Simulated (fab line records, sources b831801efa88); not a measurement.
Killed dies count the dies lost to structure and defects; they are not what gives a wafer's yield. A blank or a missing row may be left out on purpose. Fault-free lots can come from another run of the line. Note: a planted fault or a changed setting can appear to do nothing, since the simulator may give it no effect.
A single fault, viewed from 2 desks ; flow gf180mcu ; only its own numbers are on each desk; what lay behind them is given at the end

FOR THE TOOL OWNER'S DESK: cvd_w-01
The tool's own readings at GF_V5_CVD_23 (deposits W, target thk 350 nm, time 104.9 s): means of the sampled wafers that have a number, for each lot that ran on this tool. A lot is out of limits, marked OUT, if its mean lies more than 4 standard deviations from the usual mean; the brackets give that distance.
Columns: A = heater_power_w at GF_V5_CVD_23, usual 832 W
lot;first seen here;A
L123;day 27 05:23;924
L129;day 29 01:02;930
L130;day 29 05:22;831
L139;day 32 06:27;918
L141;day 32 09:08;728
Result from this desk: across the 5 lots, nothing is out of limits.

AT THE METROLOGY DESK
What the gauges read, lot by lot, whatever tool the lot ran on: means of the sampled wafers that have a number. A lot is out of limits, marked OUT, if its mean lies more than 4 standard deviations from the usual mean; the brackets give that distance.
Columns: A = V5_BOW at GF_V5_BOW_MEAS_05, usual 132 um; B = V5_W_RS at GF_V5_RS_MEAS_24, usual 0.329 ohm/sq; C = V5_W_THK at GF_V5_THK_MEAS_25, usual 348 nm
lot;first seen here;A;B;C
L123;day 26 07:50;137;0.334;339
L124;day 26 11:30;142;0.329;338
L125;day 26 18:41;132;0.324;344
L126;day 27 00:13;142;0.328;346
L129;day 28 04:31;131;0.330;341
L130;day 28 09:58;130;0.329;356
L131;day 28 19:15;123;0.323;363
L132;day 29 09:05;121;0.332;337
L139;day 31 11:58;124;0.319;367
L141;day 31 15:02;132;0.302 (-6.8) OUT;374
L145;day 32 16:19;133;0.336;347
Finding of this desk: L141 out of limits, first seen on L141 at day 32 09:22 (V5_W_RS at GF_V5_RS_MEAS_24). Within limits: L123, L124, L125, L126, L129, L130, L131, L132, L139, L145.

ALL TOGETHER
On L141, the metrology desk was in a position to raise an alarm at day 32 09:22.
The tool owner's desk saw nothing out of limits.
Tool owner's desk: L141 on record, inside its limits.
On cvd_w-01, each named lot ran GF_V5_CVD_23.

WHAT THE SIMULATOR HAD INSERTED
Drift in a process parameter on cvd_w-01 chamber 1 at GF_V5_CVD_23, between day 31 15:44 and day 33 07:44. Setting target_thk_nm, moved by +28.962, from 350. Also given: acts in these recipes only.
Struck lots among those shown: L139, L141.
Hours from the fault's start to each desk's first reading out of limits: the metrology desk, 18.
